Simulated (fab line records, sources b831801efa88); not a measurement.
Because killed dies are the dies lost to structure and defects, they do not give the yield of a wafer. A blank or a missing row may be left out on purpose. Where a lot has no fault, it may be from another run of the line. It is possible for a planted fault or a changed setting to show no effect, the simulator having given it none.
Chamber matching    flow gf180mcu    4 sister chambers for GF_CONTACT_CMP_27 on cmp-02
The step polishes, stops on SiO2, t overpolish 15 s, target thk 0 nm. 8 wafers are shown with their chamber, then 8 later ones without.

## WAFERS, EACH WITH ITS CHAMBER
wafer   chamber  motor_current_A (A)  time_to_endpoint_s (s)
L598.5  2        9.9                  70.5
L606.2  0        11.1                 66.2
L606.6  2        10.3                 67.6
L609.1  1        8.0                  70.2
L610.4  3        10.0                 74.4
L610.5  1        8.1                  71.9
L610.6  0        11.2                 70.0
L611.1  3        9.7                  73.1

## WAFERS WITH NO CHAMBER GIVEN
wafer   motor_current_A (A)  time_to_endpoint_s (s)
L611.2  8.3                  70.6
L611.3  11.3                 75.0
L613.2  8.5                  70.0
L613.4  11.3                 70.7
L613.6  8.6                  69.9
L616.2  10.3                 72.0
L616.3  11.3                 68.6
L616.6  10.2                 69.1

## THE CHAMBER EACH PASSED THROUGH
wafer   from the rows above      in truth
L611.2  1                        1
L611.3  0                        0
L613.2  1                        1
L613.4  0                        0
L613.6  1                        1
L616.2  can't be placed: 2 or 3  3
L616.3  0                        0
L616.6  2                        2
Correctly placed: 7 of 8. From these rows, 1 cannot be placed; in 1 the true chamber is one of the candidates. Wrongly placed: 0.
How it was worked out, from the rows above alone: a wafer's distance from a chamber is the root of the sum, over the readings, of the square of ((its reading less the chamber's mean) divided by the reading's scatter). The wafer belongs to the nearest chamber; if the next one is less than 2 further off, it can't be placed. For every chamber, the mean is computed from those of its wafers that are shown. The scatter: the root of (the sum of the squares of (reading less its chamber's mean) over the shown wafers, divided by (wafers less chambers)).
